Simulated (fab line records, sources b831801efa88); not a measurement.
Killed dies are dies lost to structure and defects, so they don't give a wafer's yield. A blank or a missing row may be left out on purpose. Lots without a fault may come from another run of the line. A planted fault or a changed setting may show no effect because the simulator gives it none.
A struck lot beside a sound one | flow sky130 | 17 steps out of a route of 708
Sound: wafers L477.4, L477.5, L477.6. Struck: wafers L469.1, L469.3, L469.5. The cause comes at the end.
At each step with rows: each side's tool, then ch and its chambers, then its first start. Under that, the readings that differ: sound wafers | struck wafers | difference of the means | sigmas: that difference in standard deviations of wafers without a fault.
alike: readings whose means differ by less than 2 such deviations, and words and numbers that are the same on both sides. not compared: withheld readings, readings that some wafer has no value for, bounds like >300 that may hide the same value, and numbers for which the record gives no deviation and whose values overlap.
The two part at a step that has a row with sigmas, a row that says differs or no value, or rows on one side only. Numbers that don't overlap but have no deviation are shown without sigmas and don't part them. A reading that every wafer of one side lacks parts them only if that side has two wafers or more.

SKY_SONOS_ONO_THK_MEAS_03:
  sound on film_metro-04, day 19 08:31; struck on film_metro-03, day 16 05:29
  alike: SONOS_ONO_CVD_02_THK
then, 1 step without rows for these wafers: SKY_SONOS_ONO_CVD_04 (deposits SiO2 from SiH4/N2O, target thk 5.7199 nm).
SKY_SONOS_ONO_THK_MEAS_05:
  sound on film_metro-01, day 19 09:49; struck on film_metro-04, day 16 06:48
  alike: SONOS_ONO_CVD_04_THK
then, 7 steps without rows for these wafers: SKY_SONOS_ONO_DEHYDRATE_06 (time 60 s); SKY_SONOS_ONO_HMDS_07 (prime time 60 s); SKY_SONOS_ONO_COAT_08 (resist thk 1140 nm); SKY_SONOS_ONO_SOFTBAKE_09 (time 60 s); SKY_SONOS_ONO_EXPOSE_10 (exposes mask ONOM, target cd 410 nm); SKY_SONOS_ONO_PEB_11; SKY_SONOS_ONO_DEVELOP_12 (develop time 60 s).
SKY_SONOS_ONO_CD_MEAS_13: target cd 410 nm.
  sound on cd_sem-01, day 20 15:59; struck on cd_sem-01, day 17 11:49
  alike: cd_nm
SKY_SONOS_ONO_OVL_MEAS_14:
  sound on overlay-02, day 20 16:04; struck on overlay-01, day 17 11:56
  alike: SONOS_ONO_OVL
SKY_SONOS_ONO_ETCH_15: etches the open film in CHF3/O2, target depth 19.52 nm, time 7.8 s.
  sound on rie_diel-03 ch 1,2, day 20 16:04; struck on rie_diel-02 ch 0,3, day 17 11:59
  no value came back on the struck wafers for any of 6 readings (O2_flow_sccm (sccm), bias_w (W) and others); on the sound wafers O2_flow_sccm (sccm) reads 5.006 4.997 5.019
  reading                                        | sound           | struck            | difference | sigmas
  model.NOVOLAK_of_SONOS_ONO_COAT_08.thk_nm (nm) | 1122 1125 1122  | 1137 1140 1140    | +16        |
  model.SiO2_of_NWELL_OXIDATION_01.thk_nm (nm)   | 5.8 5.603 5.648 | 8.781 8.851 8.933 | +3.171     |
  not compared: rf_hours_counter_h, model.SiO2_of_FIELD_ISO_CVD_24.thk_nm
then, 1 step without rows for these wafers: SKY_SONOS_ONO_WET_ETCH_16 (etches SiO2 in dHF, target depth 14 nm, time 280 s).
SKY_SONOS_ONO_STRIP_17: strips in O2/N2.
  sound on plasma_asher-04 ch 0,1, day 20 16:13; struck on plasma_asher-01 ch 0,1, day 17 12:05
  reading                      | sound             | struck            | difference | sigmas
  strip_time_to_endpoint_s (s) | 14.09 14.12 14.06 | 14.15 14.19 14.19 | +0.09      | +2
  alike: chamber_pressure_mTorr, drypump_motor_current_A, oes_product_au
  not compared: rf_hours_counter_h
SKY_SONOS_ONO_WET_ETCH_18: etches Si3N4 in H3PO4, target depth 15 nm, time 172 s.
  sound on wet_bench-02 ch 2, day 20 16:17; struck on wet_bench-02 ch 2, day 17 12:11
  alike: bath_guard_temp_C, bath_heat_duty_pct
  not compared: model.SiO2_of_FIELD_ISO_CVD_24.thk_nm
-- the record jumps here: 32 days lie between the struck wafers' starts before and after (it left off in module SONOS_ONO and takes up again in module PAD_OPEN, whose first step shown is number 708 of the route) --
SKY_PAD_OPEN_PROBE_99:
  sound on prober-02, day 51 02:59; struck on prober-02, day 49 10:51
  reading             | sound    | struck                                                               | difference                   | sigmas
  hold                | - - -    | await_dispo/2.8h/scrap await_dispo/2.8h/scrap await_dispo/2.8h/scrap | no value on the sound wafers |
  killed_at_front_end | 17 12 14 | 437 420 423                                                          | +412                         | +92
  killed_dies         | 81 89 81 | 492 492 492                                                          | +408                         | +42
  killed_on_rim       | 19 14 20 | 96 96 96                                                             | +78                          | +22
  alike: killed_at_M0_to_M3, killed_at_M4_up, killed_at_contacts, killed_at_other, killed_open, killed_short

WHERE THEY PART
First at SKY_SONOS_ONO_ETCH_15; last, within this record, at SKY_PAD_OPEN_PROBE_99.

WHY: what the simulator had put in
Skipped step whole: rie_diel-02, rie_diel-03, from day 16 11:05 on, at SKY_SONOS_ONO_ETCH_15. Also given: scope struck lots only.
